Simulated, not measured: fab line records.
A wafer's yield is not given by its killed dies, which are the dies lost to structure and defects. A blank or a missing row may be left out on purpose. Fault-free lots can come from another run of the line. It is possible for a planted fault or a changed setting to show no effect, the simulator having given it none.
What tool caused it?	flow sky130	6 lots with 18 wafers sampled at 2 steps, on a route of 708 steps

WHAT EACH GAUGE READ, for each wafer
SKY_VIA2_THK_MEAS_01.
lot	measured	on	VIA2_HDPCVD_THK (nm)
L216	day 36 07:20	film-metro-02	1207 1203 1192
L218	day 36 19:37	film-metro-03	1177 1185 1186
L220	day 37 15:44	film-metro-01	1182 1191 1180
L223	day 38 16:22	film-metro-02	1195 1183 1191
L227	day 39 20:56	film-metro-01	1201 1126 1189 1201 1126 1189
L236	day 42 17:37	film-metro-02	1200 1199 1185

TOOL THAT RAN EACH LOT (tool first, then ch and the chambers of the sampled wafers, then the start)
lot	SKY_VIA2_HDPCVD_00
L216	hdpcvd-02 ch 0,1, day 36 07:13
L218	hdpcvd-01 ch 0,1, day 36 19:28
L220	hdpcvd-01 ch 0,1,2, day 37 15:35
L223	hdpcvd-01 ch 0,1,2, day 38 16:13
L227	hdpcvd-02 ch 1,2, day 39 20:48
L236	hdpcvd-01 ch 0,1, day 42 17:29
- SKY_VIA2_HDPCVD_00: deposits SiO2, target thk 1180 nm, time 196.7 s.

THE ANSWER, worked out from the rows above alone
Rule: the lots themselves supply what counts as usual. The widest of any qualifying gaps counts: lots, ordered by their means at a reading, are off when they make up no more than a third of the lots, leave a main group of 4 or more, and stand apart from it by 3 or more times the standard deviation of that group's means. The tables above print the reading to a certain number of digits; a main group whose means all agree to those digits is not used. A lot without any number at a reading at which 4 lots or more have one is off too. All remaining lots with rows at the step are treated as sound.
Nothing can be told from this: no lot is off at any reading shown.

WHAT WAS PUT IN BY THE SIMULATOR
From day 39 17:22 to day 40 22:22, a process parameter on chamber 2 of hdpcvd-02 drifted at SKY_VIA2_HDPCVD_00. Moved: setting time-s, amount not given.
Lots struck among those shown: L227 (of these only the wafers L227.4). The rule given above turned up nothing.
